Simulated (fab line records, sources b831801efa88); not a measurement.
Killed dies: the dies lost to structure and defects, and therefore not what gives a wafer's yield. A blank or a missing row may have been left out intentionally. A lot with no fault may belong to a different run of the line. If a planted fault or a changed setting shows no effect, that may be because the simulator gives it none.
fab line records :: flow gf180mcu
[record]
  lots = 14
  wafers = 42
  lastDay = 34
route steps=602 shown STI@10 POLY_GATE@171 SAB@273 SALICIDE@280
lots that met no fault: from a run of the same line without faults
startH: the number of hours between the record's first day and the start of the first shown wafer of the lot :: waitH: how many hours have passed since the lot's step before this one :: " the same as in the row above :: L1.1+2: one row covering several wafers at once :: - no value present, or no start provided :: * or withheld: withheld :: < > ~ a bound
route shown NAME@n: a module of which the file shows steps, and the number in the route of the first :: usual: mean/standard deviation taken from wafers without a fault :: same: alike in all rows :: chamber/n: place in a boat :: sites: per-site readings :: _std_site: how widely they spread, as a standard deviation :: _edge_site: the outer-site mean with the inner-site mean subtracted :: radiusMm: how far each site lies from the wafer's centre :: mask NAME#n: copy n :: behind: the tool/chamber that last shaped the wafer :: hold: why the lot was held/for how many hours/how that ended :: device: the transistor (n, p or np) that didn't switch :: end of line: tests of these same wafers at the route's end :: a step given without rows: its recipe and nothing more :: killed: count of dies lost to structure and defects at first sort (not the wafer's yield) :: map: dies across one wafer; x = killed, . = not, _ = none there
set.NAME: the setting the step ran with; set.NAME@STEP: the setting that earlier step ran with :: model.NAME: the simulator's own value behind a step, which no gauge read
steps of the route over a sample of lots; a table a step, a row a wafer
services: the hour from which a tool's chamber was out of use, counted from the record's first day as startH (under 0 if before that day), plus the number of hours and why
[[steps]]
[step GF_STI_EXPOSE_09]
[recipe]
  maskId = COMP
  targetCdNm = 220
  na = 0.68
  sourceShape = conventional
  sigmaOuter = 0.6
  doseMj = 28
[usual]
  exposureDoseMJCm2 = 27.989/0.029
  focusOffsetNm = 0.0/0.53
lot.wafer: L684.2
tool: krfScanner-02
chamber: 0
startH: 20.23
waitH: -
mask: COMP#0
exposureDoseMJCm2: 28.019
focusOffsetNm: 0.1

lot.wafer: L684.3
tool: krfScanner-02
chamber: 0
startH: 20.23
waitH: -
mask: COMP#0
exposureDoseMJCm2: 28.053
focusOffsetNm: -0.2

lot.wafer: L684.5
tool: krfScanner-02
chamber: 0
startH: 20.23
waitH: -
mask: COMP#0
exposureDoseMJCm2: 28.032
focusOffsetNm: -0.4

lot.wafer: L685.2
tool: krfScanner-01
chamber: 0
startH: 25.05
waitH: -
mask: COMP#0
exposureDoseMJCm2: 28.022
focusOffsetNm: 0.0

lot.wafer: L685.3
tool: krfScanner-01
chamber: 0
startH: 25.05
waitH: -
mask: COMP#0
exposureDoseMJCm2: 28.029
focusOffsetNm: 0.1

lot.wafer: L685.6
tool: krfScanner-01
chamber: 0
startH: 25.05
waitH: -
mask: COMP#0
exposureDoseMJCm2: 27.980
focusOffsetNm: 0.0

lot.wafer: L686.1
tool: krfScanner-02
chamber: 0
startH: 29.48
waitH: -
mask: COMP#0
exposureDoseMJCm2: 28.013
focusOffsetNm: -0.4

lot.wafer: L686.3
tool: krfScanner-02
chamber: 0
startH: 29.48
waitH: -
mask: COMP#0
exposureDoseMJCm2: 28.025
focusOffsetNm: -0.7

lot.wafer: L686.5
tool: krfScanner-02
chamber: 0
startH: 29.48
waitH: -
mask: COMP#0
exposureDoseMJCm2: 28.008
focusOffsetNm: -0.9

lot.wafer: L687.1
tool: krfScanner-01
chamber: -
startH: 34.84
waitH: -
mask: COMP#0
exposureDoseMJCm2: -
focusOffsetNm: -

lot.wafer: L687.2
tool: krfScanner-01
chamber: -
startH: 34.84
waitH: -
mask: COMP#0
exposureDoseMJCm2: -
focusOffsetNm: -

lot.wafer: L687.6
tool: krfScanner-01
chamber: -
startH: 34.84
waitH: -
mask: COMP#0
exposureDoseMJCm2: -
focusOffsetNm: -

lot.wafer: L688.1
tool: krfScanner-01
chamber: -
startH: 39.31
waitH: -
mask: COMP#0
exposureDoseMJCm2: -
focusOffsetNm: -

lot.wafer: L688.3
tool: krfScanner-01
chamber: -
startH: 39.31
waitH: -
mask: COMP#0
exposureDoseMJCm2: -
focusOffsetNm: -

lot.wafer: L688.6
tool: krfScanner-01
chamber: -
startH: 39.31
waitH: -
mask: COMP#0
exposureDoseMJCm2: -
focusOffsetNm: -

lot.wafer: L694.1
tool: krfScanner-01
chamber: 0
startH: 70.45
waitH: -
mask: COMP#0
exposureDoseMJCm2: 28.010
focusOffsetNm: -0.1

lot.wafer: L694.2
tool: krfScanner-01
chamber: 0
startH: 70.45
waitH: -
mask: COMP#0
exposureDoseMJCm2: 28.031
focusOffsetNm: -0.6

lot.wafer: L694.6
tool: krfScanner-01
chamber: 0
startH: 70.45
waitH: -
mask: COMP#0
exposureDoseMJCm2: 27.983
focusOffsetNm: 0.5

lot.wafer: L697.1
tool: krfScanner-01
chamber: 0
startH: 86.74
waitH: -
mask: COMP#0
exposureDoseMJCm2: 27.948
focusOffsetNm: -0.5

lot.wafer: L697.4
tool: krfScanner-01
chamber: 0
startH: 86.74
waitH: -
mask: COMP#0
exposureDoseMJCm2: 27.965
focusOffsetNm: -0.2

lot.wafer: L697.6
tool: krfScanner-01
chamber: 0
startH: 86.74
waitH: -
mask: COMP#0
exposureDoseMJCm2: 27.899
focusOffsetNm: 0.0

lot.wafer: L699.1
tool: krfScanner-02
chamber: 0
startH: 95.64
waitH: -
mask: COMP#0
exposureDoseMJCm2: 27.996
focusOffsetNm: -0.7

lot.wafer: L699.2
tool: krfScanner-02
chamber: 0
startH: 95.64
waitH: -
mask: COMP#0
exposureDoseMJCm2: 27.969
focusOffsetNm: -0.5

lot.wafer: L699.4
tool: krfScanner-02
chamber: 0
startH: 95.64
waitH: -
mask: COMP#0
exposureDoseMJCm2: 27.982
focusOffsetNm: -0.4

lot.wafer: L700.3
tool: krfScanner-01
chamber: 0
startH: 100.72
waitH: -
mask: COMP#0
exposureDoseMJCm2: 27.984
focusOffsetNm: -0.3

lot.wafer: L700.4
tool: krfScanner-01
chamber: 0
startH: 100.72
waitH: -
mask: COMP#0
exposureDoseMJCm2: 27.996
focusOffsetNm: -0.1

lot.wafer: L700.6
tool: krfScanner-01
chamber: 0
startH: 100.72
waitH: -
mask: COMP#0
exposureDoseMJCm2: 27.946
focusOffsetNm: 0.0

lot.wafer: L701.1
tool: krfScanner-01
chamber: 0
startH: 105.97
waitH: -
mask: COMP#0
exposureDoseMJCm2: 27.980
focusOffsetNm: -0.5

lot.wafer: L701.2
tool: krfScanner-01
chamber: 0
startH: 105.97
waitH: -
mask: COMP#0
exposureDoseMJCm2: 27.981
focusOffsetNm: -0.5

lot.wafer: L701.3
tool: krfScanner-01
chamber: 0
startH: 105.97
waitH: -
mask: COMP#0
exposureDoseMJCm2: 27.948
focusOffsetNm: 0.6

lot.wafer: L702.2
tool: krfScanner-01
chamber: 0
startH: 110.98
waitH: -
mask: COMP#0
exposureDoseMJCm2: 27.976
focusOffsetNm: 0.4

lot.wafer: L702.4
tool: krfScanner-01
chamber: 0
startH: 110.98
waitH: -
mask: COMP#0
exposureDoseMJCm2: 27.976
focusOffsetNm: -0.3

lot.wafer: L702.6
tool: krfScanner-01
chamber: 0
startH: 110.98
waitH: -
mask: COMP#0
exposureDoseMJCm2: 27.969
focusOffsetNm: -0.7

lot.wafer: L703.2
tool: krfScanner-02
chamber: 0
startH: 116.47
waitH: -
mask: COMP#0
exposureDoseMJCm2: 27.960
focusOffsetNm: 0.3

lot.wafer: L703.5
tool: krfScanner-02
chamber: 0
startH: 116.47
waitH: -
mask: COMP#0
exposureDoseMJCm2: 27.961
focusOffsetNm: -0.3

lot.wafer: L703.6
tool: krfScanner-02
chamber: 0
startH: 116.47
waitH: -
mask: COMP#0
exposureDoseMJCm2: 27.978
focusOffsetNm: 0.2

lot.wafer: L704.1
tool: krfScanner-01
chamber: 0
startH: 120.83
waitH: -
mask: COMP#0
exposureDoseMJCm2: 27.991
focusOffsetNm: -0.4

lot.wafer: L704.5
tool: krfScanner-01
chamber: 0
startH: 120.83
waitH: -
mask: COMP#0
exposureDoseMJCm2: 27.951
focusOffsetNm: 0.2

lot.wafer: L704.6
tool: krfScanner-01
chamber: 0
startH: 120.83
waitH: -
mask: COMP#0
exposureDoseMJCm2: 28.013
focusOffsetNm: 0.4

lot.wafer: L705.1
tool: krfScanner-01
chamber: 0
startH: 126.01
waitH: -
mask: COMP#0
exposureDoseMJCm2: 28.000
focusOffsetNm: -0.2

lot.wafer: L705.2
tool: krfScanner-01
chamber: 0
startH: 126.01
waitH: -
mask: COMP#0
exposureDoseMJCm2: 27.987
focusOffsetNm: 0.0

lot.wafer: L705.4
tool: krfScanner-01
chamber: 0
startH: 126.01
waitH: -
mask: COMP#0
exposureDoseMJCm2: 27.991
focusOffsetNm: -0.5
[step GF_POLY_GATE_STRIP_14]
[recipe]
  chemistry = O2/N2
  powerW = 1400
  pressureMtorr = 1500
  platenTempC = 250
  o2FlowSccm = 3000
  n2FlowSccm = 300
  overashFraction = 0.5
[usual]
  drypumpMotorCurrentA = 5.4/0.4
  heaterPowerW = 335/19
  o2FlowSccm = 3001/9
  oesProductAu = 0.506/0.0048
[same]
  overashFraction = 0.5
lot.wafer: L684.2
tool: plasmaAsher-04
chamber: 1
startH: 197.42
waitH: 0.0
drypumpMotorCurrentA: 4.8
heaterPowerW: 316
o2FlowSccm: 2999
oesProductAu: 0.506
rfHoursCounterH: 52

lot.wafer: L684.3
tool: plasmaAsher-04
chamber: 1
startH: 197.42
waitH: 0.0
drypumpMotorCurrentA: 4.8
heaterPowerW: 310
o2FlowSccm: 3001
oesProductAu: 0.501
rfHoursCounterH: -

lot.wafer: L684.5
tool: plasmaAsher-04
chamber: 1
startH: 197.42
waitH: 0.0
drypumpMotorCurrentA: 4.8
heaterPowerW: 306
o2FlowSccm: 3002
oesProductAu: 0.511
rfHoursCounterH: -

lot.wafer: L685.2
tool: plasmaAsher-01
chamber: 0
startH: 202.43
waitH: 0.0
drypumpMotorCurrentA: 5.2
heaterPowerW: 349
o2FlowSccm: 3005
oesProductAu: 0.511
rfHoursCounterH: 55

lot.wafer: L685.3
tool: plasmaAsher-01
chamber: 0
startH: 202.43
waitH: 0.0
drypumpMotorCurrentA: 5.2
heaterPowerW: 360
o2FlowSccm: 3004
oesProductAu: 0.510
rfHoursCounterH: -

lot.wafer: L685.6
tool: plasmaAsher-01
chamber: 1
startH: 202.43
waitH: 0.0
drypumpMotorCurrentA: 5.1
heaterPowerW: 342
o2FlowSccm: 2997
oesProductAu: 0.510
rfHoursCounterH: -

lot.wafer: L686.1
tool: plasmaAsher-03
chamber: 0
startH: 210.07
waitH: 0.0
drypumpMotorCurrentA: 6.1
heaterPowerW: 317
o2FlowSccm: 3005
oesProductAu: 0.498
rfHoursCounterH: 42

lot.wafer: L686.3
tool: plasmaAsher-03
chamber: 0
startH: 210.07
waitH: 0.0
drypumpMotorCurrentA: 6.1
heaterPowerW: 319
o2FlowSccm: 3014
oesProductAu: 0.502
rfHoursCounterH: -

lot.wafer: L686.5
tool: plasmaAsher-03
chamber: 1
startH: 210.07
waitH: 0.0
drypumpMotorCurrentA: 5.5
heaterPowerW: 340
o2FlowSccm: 2995
oesProductAu: 0.506
rfHoursCounterH: -

lot.wafer: L694.1
tool: plasmaAsher-01
chamber: 1
startH: 265.90
waitH: 0.0
drypumpMotorCurrentA: 5.1
heaterPowerW: 370
o2FlowSccm: 3001
oesProductAu: 0.510
rfHoursCounterH: 62

lot.wafer: L694.2
tool: plasmaAsher-01
chamber: 0
startH: 265.90
waitH: 0.0
drypumpMotorCurrentA: 5.2
heaterPowerW: 354
o2FlowSccm: 2998
oesProductAu: 0.508
rfHoursCounterH: 62

lot.wafer: L694.6
tool: plasmaAsher-01
chamber: 1
startH: 265.90
waitH: 0.0
drypumpMotorCurrentA: 5.1
heaterPowerW: 357
o2FlowSccm: 2992
oesProductAu: 0.504
rfHoursCounterH: -

lot.wafer: L697.1
tool: plasmaAsher-01
chamber: 1
startH: 297.15
waitH: 0.0
drypumpMotorCurrentA: 5.1
heaterPowerW: 358
o2FlowSccm: 3015
oesProductAu: 0.497
rfHoursCounterH: 66

lot.wafer: L697.4
tool: plasmaAsher-01
chamber: 0
startH: 297.15
waitH: 0.0
drypumpMotorCurrentA: 5.2
heaterPowerW: 354
o2FlowSccm: 3005
oesProductAu: 0.502
rfHoursCounterH: -

lot.wafer: L697.6
tool: plasmaAsher-01
chamber: 0
startH: 297.15
waitH: 0.0
drypumpMotorCurrentA: 5.2
heaterPowerW: 356
o2FlowSccm: 3006
oesProductAu: 0.501
rfHoursCounterH: -

lot.wafer: L699.1
tool: plasmaAsher-01
chamber: 0
startH: 305.41
waitH: 0.0
drypumpMotorCurrentA: 5.2
heaterPowerW: 349
o2FlowSccm: 2996
oesProductAu: 0.500
rfHoursCounterH: 66

lot.wafer: L699.2
tool: plasmaAsher-01
chamber: 1
startH: 305.41
waitH: 0.0
drypumpMotorCurrentA: 5.1
heaterPowerW: 363
o2FlowSccm: 3017
oesProductAu: 0.513
rfHoursCounterH: 66

lot.wafer: L699.4
tool: plasmaAsher-01
chamber: 0
startH: 305.41
waitH: 0.0
drypumpMotorCurrentA: 5.2
heaterPowerW: 351
o2FlowSccm: 3007
oesProductAu: 0.508
rfHoursCounterH: -

lot.wafer: L700.3
tool: plasmaAsher-01
chamber: 1
startH: 310.38
waitH: 0.1
drypumpMotorCurrentA: 5.1
heaterPowerW: 366
o2FlowSccm: 3008
oesProductAu: 0.508
rfHoursCounterH: -

lot.wafer: L700.4
tool: plasmaAsher-01
chamber: 0
startH: 310.38
waitH: 0.1
drypumpMotorCurrentA: 5.2
heaterPowerW: 342
o2FlowSccm: 3000
oesProductAu: 0.500
rfHoursCounterH: -

lot.wafer: L700.6
tool: plasmaAsher-01
chamber: 0
startH: 310.38
waitH: 0.1
drypumpMotorCurrentA: 5.2
heaterPowerW: 349
o2FlowSccm: 2988
oesProductAu: 0.510
rfHoursCounterH: -

lot.wafer: L701.1
tool: plasmaAsher-01
chamber: 1
startH: 317.31
waitH: 0.0
drypumpMotorCurrentA: 5.1
heaterPowerW: 361
o2FlowSccm: 3006
oesProductAu: 0.510
rfHoursCounterH: 68

lot.wafer: L701.2
tool: plasmaAsher-01
chamber: 0
startH: 317.31
waitH: 0.0
drypumpMotorCurrentA: 5.2
heaterPowerW: 357
o2FlowSccm: 3006
oesProductAu: 0.499
rfHoursCounterH: 68

lot.wafer: L701.3
tool: plasmaAsher-01
chamber: 0
startH: 317.31
waitH: 0.0
drypumpMotorCurrentA: 5.2
heaterPowerW: 350
o2FlowSccm: 3006
oesProductAu: 0.505
rfHoursCounterH: -

lot.wafer: L702.2
tool: plasmaAsher-04
chamber: 1
startH: 323.65
waitH: 0.0
drypumpMotorCurrentA: 4.8
heaterPowerW: 311
o2FlowSccm: 2986
oesProductAu: 0.505
rfHoursCounterH: 65

lot.wafer: L702.4
tool: plasmaAsher-04
chamber: 0
startH: 323.65
waitH: 0.0
drypumpMotorCurrentA: 5.5
heaterPowerW: 324
o2FlowSccm: 2999
oesProductAu: 0.504
rfHoursCounterH: -

lot.wafer: L702.6
tool: plasmaAsher-04
chamber: 1
startH: 323.65
waitH: 0.0
drypumpMotorCurrentA: 4.8
heaterPowerW: 308
o2FlowSccm: 2994
oesProductAu: 0.509
rfHoursCounterH: -

lot.wafer: L703.2
tool: plasmaAsher-04
chamber: 1
startH: 330.86
waitH: 0.0
drypumpMotorCurrentA: 4.8
heaterPowerW: 302
o2FlowSccm: 3007
oesProductAu: 0.514
rfHoursCounterH: 66

lot.wafer: L703.5
tool: plasmaAsher-04
chamber: 1
startH: 330.86
waitH: 0.0
drypumpMotorCurrentA: 4.8
heaterPowerW: 306
o2FlowSccm: 3003
oesProductAu: 0.501
rfHoursCounterH: -

lot.wafer: L703.6
tool: plasmaAsher-04
chamber: 0
startH: 330.86
waitH: 0.0
drypumpMotorCurrentA: 5.5
heaterPowerW: 332
o2FlowSccm: 3003
oesProductAu: 0.511
rfHoursCounterH: -

lot.wafer: L704.1
tool: plasmaAsher-03
chamber: 1
startH: 339.71
waitH: 0.0
drypumpMotorCurrentA: 5.4
heaterPowerW: 341
o2FlowSccm: 3007
oesProductAu: 0.505
rfHoursCounterH: 53

lot.wafer: L704.5
tool: plasmaAsher-03
chamber: 0
startH: 339.71
waitH: 0.0
drypumpMotorCurrentA: 6.1
heaterPowerW: 322
o2FlowSccm: 3005
oesProductAu: 0.505
rfHoursCounterH: -

lot.wafer: L704.6
tool: plasmaAsher-03
chamber: 1
startH: 339.71
waitH: 0.0
drypumpMotorCurrentA: 5.5
heaterPowerW: 334
o2FlowSccm: 2990
oesProductAu: 0.496
rfHoursCounterH: -

lot.wafer: L705.1
tool: plasmaAsher-01
chamber: 1
startH: 348.95
waitH: 0.0
drypumpMotorCurrentA: 5.1
heaterPowerW: 357
o2FlowSccm: 2989
oesProductAu: 0.508
rfHoursCounterH: 71

lot.wafer: L705.2
tool: plasmaAsher-01
chamber: 0
startH: 348.95
waitH: 0.0
drypumpMotorCurrentA: 5.2
heaterPowerW: 358
o2FlowSccm: 2992
oesProductAu: 0.505
rfHoursCounterH: 71

lot.wafer: L705.4
tool: plasmaAsher-01
chamber: 1
startH: 348.95
waitH: 0.0
drypumpMotorCurrentA: 5.1
heaterPowerW: 370
o2FlowSccm: 2997
oesProductAu: 0.509
rfHoursCounterH: -
[step GF_SAB_CD_MEAS_09]
[recipe]
  targetCdNm = 420
[usual]
  cdNm = 420.6/2.2
lot.wafer: L684.2
tool: cdSem-01
chamber: -
startH: 338.25
waitH: 0.1
cdNm: 418.7

lot.wafer: L684.3
tool: cdSem-01
chamber: -
startH: 338.25
waitH: 0.1
cdNm: 413.9

lot.wafer: L684.5
tool: cdSem-01
chamber: -
startH: 338.25
waitH: 0.1
cdNm: 416.6

lot.wafer: L685.2
tool: cdSem-01
chamber: -
startH: 348.35
waitH: 0.1
cdNm: 422.1

lot.wafer: L685.3
tool: cdSem-01
chamber: -
startH: 348.35
waitH: 0.1
cdNm: 422.2

lot.wafer: L685.6
tool: cdSem-01
chamber: -
startH: 348.35
waitH: 0.1
cdNm: 421.9

lot.wafer: L686.1
tool: cdSem-02
chamber: -
startH: 356.33
waitH: 0.1
cdNm: 418.3

lot.wafer: L686.3
tool: cdSem-02
chamber: -
startH: 356.33
waitH: 0.1
cdNm: 418.1

lot.wafer: L686.5
tool: cdSem-02
chamber: -
startH: 356.33
waitH: 0.1
cdNm: 418.3

lot.wafer: L694.1
tool: cdSem-02
chamber: -
startH: 424.03
waitH: 0.1
cdNm: 420.7

lot.wafer: L694.2
tool: cdSem-02
chamber: -
startH: 424.03
waitH: 0.1
cdNm: 419.4

lot.wafer: L694.6
tool: cdSem-02
chamber: -
startH: 424.03
waitH: 0.1
cdNm: 421.1

lot.wafer: L697.1
tool: cdSem-02
chamber: -
startH: 463.78
waitH: 0.1
cdNm: 421.5

lot.wafer: L697.4
tool: cdSem-02
chamber: -
startH: 463.78
waitH: 0.1
cdNm: 420.1

lot.wafer: L697.6
tool: cdSem-02
chamber: -
startH: 463.78
waitH: 0.1
cdNm: 421.6

lot.wafer: L699.1
tool: cdSem-02
chamber: -
startH: 471.01
waitH: 0.1
cdNm: 417.6

lot.wafer: L699.2
tool: cdSem-02
chamber: -
startH: 471.01
waitH: 0.1
cdNm: 417.6

lot.wafer: L699.4
tool: cdSem-02
chamber: -
startH: 471.01
waitH: 0.1
cdNm: 418.1

lot.wafer: L700.3
tool: cdSem-01
chamber: -
startH: 478.39
waitH: 0.1
cdNm: 421.1

lot.wafer: L700.4
tool: cdSem-01
chamber: -
startH: 478.39
waitH: 0.1
cdNm: 421.5

lot.wafer: L700.6
tool: cdSem-01
chamber: -
startH: 478.39
waitH: 0.1
cdNm: 419.9

lot.wafer: L701.1
tool: cdSem-01
chamber: -
startH: 487.50
waitH: 0.1
cdNm: 417.8

lot.wafer: L701.2
tool: cdSem-01
chamber: -
startH: 487.50
waitH: 0.1
cdNm: 414.5

lot.wafer: L701.3
tool: cdSem-01
chamber: -
startH: 487.50
waitH: 0.1
cdNm: 415.9

lot.wafer: L702.2
tool: cdSem-02
chamber: -
startH: 492.70
waitH: 0.1
cdNm: 419.7

lot.wafer: L702.4
tool: cdSem-02
chamber: -
startH: 492.70
waitH: 0.1
cdNm: 420.8

lot.wafer: L702.6
tool: cdSem-02
chamber: -
startH: 492.70
waitH: 0.1
cdNm: 421.5

lot.wafer: L703.2
tool: cdSem-01
chamber: -
startH: 500.55
waitH: 0.1
cdNm: 421.0

lot.wafer: L703.5
tool: cdSem-01
chamber: -
startH: 500.55
waitH: 0.1
cdNm: 425.3

lot.wafer: L703.6
tool: cdSem-01
chamber: -
startH: 500.55
waitH: 0.1
cdNm: 422.5

lot.wafer: L704.1
tool: cdSem-01
chamber: -
startH: 511.60
waitH: 0.1
cdNm: 418.6

lot.wafer: L704.5
tool: cdSem-01
chamber: -
startH: 511.60
waitH: 0.1
cdNm: 419.4

lot.wafer: L704.6
tool: cdSem-01
chamber: -
startH: 511.60
waitH: 0.1
cdNm: 418.8

lot.wafer: L705.1
tool: cdSem-02
chamber: -
startH: 520.38
waitH: 0.1
cdNm: 423.1

lot.wafer: L705.2
tool: cdSem-02
chamber: -
startH: 520.38
waitH: 0.1
cdNm: 423.9

lot.wafer: L705.4
tool: cdSem-02
chamber: -
startH: 520.38
waitH: 0.1
cdNm: 422.1
[step GF_SALICIDE_SPUTTER_02]
[recipe]
  material = Co
  targetThkNm = 10
  powerW = 1000
  timeS = 20
  chamberPressurePa = 0.4
[usual]
  throttleValvePct = 30.9/0.8
[same]
  timeS = 20
lot.wafer: L684.2
tool: pvdSputter-02
chamber: -
startH: 338.73
waitH: 0.0
throttleValvePct: 31.6

lot.wafer: L684.3
tool: pvdSputter-02
chamber: -
startH: 338.73
waitH: 0.0
throttleValvePct: 31.3

lot.wafer: L684.5
tool: pvdSputter-02
chamber: -
startH: 338.73
waitH: 0.0
throttleValvePct: 32.1

lot.wafer: L685.2
tool: pvdSputter-02
chamber: -
startH: 348.83
waitH: 0.0
throttleValvePct: 31.5

lot.wafer: L685.3
tool: pvdSputter-02
chamber: -
startH: 348.83
waitH: 0.0
throttleValvePct: 31.0

lot.wafer: L685.6
tool: pvdSputter-02
chamber: -
startH: 348.83
waitH: 0.0
throttleValvePct: 31.4

lot.wafer: L686.1
tool: pvdSputter-02
chamber: -
startH: 356.83
waitH: 0.0
throttleValvePct: 31.9

lot.wafer: L686.3
tool: pvdSputter-02
chamber: -
startH: 356.83
waitH: 0.0
throttleValvePct: 31.6

lot.wafer: L686.5
tool: pvdSputter-02
chamber: -
startH: 356.83
waitH: 0.0
throttleValvePct: 31.9

lot.wafer: L694.1
tool: pvdSputter-01
chamber: -
startH: 424.53
waitH: 0.0
throttleValvePct: 30.5

lot.wafer: L694.2
tool: pvdSputter-01
chamber: -
startH: 424.53
waitH: 0.0
throttleValvePct: 30.3

lot.wafer: L694.6
tool: pvdSputter-01
chamber: -
startH: 424.53
waitH: 0.0
throttleValvePct: 30.5

lot.wafer: L697.1
tool: pvdSputter-04
chamber: -
startH: 464.28
waitH: 0.0
throttleValvePct: 31.6

lot.wafer: L697.4
tool: pvdSputter-04
chamber: -
startH: 464.28
waitH: 0.0
throttleValvePct: 28.9

lot.wafer: L697.6
tool: pvdSputter-04
chamber: -
startH: 464.28
waitH: 0.0
throttleValvePct: 30.3

lot.wafer: L699.1
tool: pvdSputter-02
chamber: -
startH: 471.50
waitH: 0.0
throttleValvePct: 30.4

lot.wafer: L699.2
tool: pvdSputter-02
chamber: -
startH: 471.50
waitH: 0.0
throttleValvePct: 31.3

lot.wafer: L699.4
tool: pvdSputter-02
chamber: -
startH: 471.50
waitH: 0.0
throttleValvePct: 31.6

lot.wafer: L700.3
tool: pvdSputter-04
chamber: -
startH: 478.84
waitH: 0.0
throttleValvePct: 28.5

lot.wafer: L700.4
tool: pvdSputter-04
chamber: -
startH: 478.84
waitH: 0.0
throttleValvePct: 30.2

lot.wafer: L700.6
tool: pvdSputter-04
chamber: -
startH: 478.84
waitH: 0.0
throttleValvePct: 30.4

lot.wafer: L701.1
tool: pvdSputter-02
chamber: -
startH: 487.99
waitH: 0.0
throttleValvePct: 31.5

lot.wafer: L701.2
tool: pvdSputter-02
chamber: -
startH: 487.99
waitH: 0.0
throttleValvePct: 30.4

lot.wafer: L701.3
tool: pvdSputter-02
chamber: -
startH: 487.99
waitH: 0.0
throttleValvePct: 31.7

lot.wafer: L702.2
tool: pvdSputter-01
chamber: -
startH: 493.18
waitH: 0.0
throttleValvePct: 30.3

lot.wafer: L702.4
tool: pvdSputter-01
chamber: -
startH: 493.18
waitH: 0.0
throttleValvePct: 31.5

lot.wafer: L702.6
tool: pvdSputter-01
chamber: -
startH: 493.18
waitH: 0.0
throttleValvePct: 30.6

lot.wafer: L703.2
tool: pvdSputter-01
chamber: -
startH: 501.03
waitH: 0.0
throttleValvePct: 31.7

lot.wafer: L703.5
tool: pvdSputter-01
chamber: -
startH: 501.03
waitH: 0.0
throttleValvePct: 30.6

lot.wafer: L703.6
tool: pvdSputter-01
chamber: -
startH: 501.03
waitH: 0.0
throttleValvePct: 30.5

lot.wafer: L704.1
tool: pvdSputter-02
chamber: -
startH: 512.13
waitH: 0.0
throttleValvePct: 31.4

lot.wafer: L704.5
tool: pvdSputter-02
chamber: -
startH: 512.13
waitH: 0.0
throttleValvePct: 31.1

lot.wafer: L704.6
tool: pvdSputter-02
chamber: -
startH: 512.13
waitH: 0.0
throttleValvePct: 31.8

lot.wafer: L705.1
tool: pvdSputter-01
chamber: -
startH: 520.95
waitH: 0.0
throttleValvePct: 30.7

lot.wafer: L705.2
tool: pvdSputter-01
chamber: -
startH: 520.95
waitH: 0.0
throttleValvePct: 31.4

lot.wafer: L705.4
tool: pvdSputter-01
chamber: -
startH: 520.95
waitH: 0.0
throttleValvePct: 30.3
[[services]]
tool: krfScanner-02
chamber: -
startH: 51.95
hours: 8.6
kind: repair

tool: krfScanner-01
chamber: -
startH: 61.52
hours: 1.3
kind: pm

tool: krfScanner-01
chamber: -
startH: 62.82
hours: 0.8
kind: pm

tool: krfScanner-01
chamber: -
startH: 90.61
hours: 4.0
kind: pm

tool: plasmaAsher-01
chamber: -
startH: 104.79
hours: 14.6
kind: pm

tool: krfScanner-02
chamber: -
startH: 114.54
hours: 1.0
kind: pm

tool: krfScanner-01
chamber: -
startH: 142.38
hours: 5.5
kind: repair

tool: krfScanner-01
chamber: -
startH: 150.92
hours: 1.0
kind: pm

tool: krfScanner-01
chamber: -
startH: 193.55
hours: 3.4
kind: repair

tool: plasmaAsher-01
chamber: -
startH: 224.58
hours: 2.1
kind: repair

tool: krfScanner-01
chamber: -
startH: 230.87
hours: 0.8
kind: pm

tool: krfScanner-01
chamber: -
startH: 237.42
hours: 1.3
kind: pm

tool: krfScanner-01
chamber: -
startH: 319.91
hours: 1.0
kind: pm

tool: krfScanner-01
chamber: -
startH: 341.38
hours: 41.5
kind: repair

tool: plasmaAsher-01
chamber: -
startH: 360.61
hours: 4.0
kind: pm

tool: krfScanner-01
chamber: -
startH: 368.64
hours: 28.1
kind: repair

tool: krfScanner-01
chamber: -
startH: 396.72
hours: 3.6
kind: pm

tool: krfScanner-01
chamber: -
startH: 400.27
hours: 0.8
kind: pm

tool: krfScanner-01
chamber: -
startH: 413.32
hours: 1.3
kind: pm

tool: krfScanner-01
chamber: -
startH: 417.53
hours: 4.4
kind: pm

tool: plasmaAsher-01
chamber: -
startH: 421.25
hours: 9.0
kind: pm

tool: krfScanner-01
chamber: -
startH: 472.95
hours: 0.7
kind: repair

tool: krfScanner-01
chamber: -
startH: 488.91
hours: 1.0
kind: pm

tool: pvdSputter-02
chamber: -
startH: 507.08
hours: 2.2
kind: repair
[[key]]
[firstSign]
  step = GF_STI_EXPOSE_09
  reading = toolRecord
  direction = missing
effect none on later readings
metAt GF_STI_EXPOSE_09
struckLots L687,L688
laterRowsLeftOut L687.1,L687.2,L687.6,L688.1,L688.3,L688.6
sortLeftOut L687.1,L687.2,L687.6,L688.1,L688.3,L688.6
testerLeftOut L687,L688
notActingAt GF_POLY_GATE_STRIP_14,GF_SAB_CD_MEAS_09,GF_SALICIDE_SPUTTER_02
onsetBetween 25.05 34.84
[fault]
  kind = skippedStepWhole
  tool = krfScanner-01
  chamber = -
  onsetH = 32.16
  steps = GF_STI_EXPOSE_09
  scope = struckLotsOnly
// testerLeftOut: of these lots the tester's yield and bins aren't shown, on N5 and GAA mostly nor the transistor test; their killed dies are dies lost to structure and defects alone, not to doping, threshold or leakage, so they don't give the yield
// sortLeftOut: the simulated sort isn't trusted on such a fault, so these wafers' sort isn't shown, and their yield isn't known
// laterRowsLeftOut: the simulator's readings of these wafers behind a module that went badly wrong aren't trusted and aren't shown, but for the sort
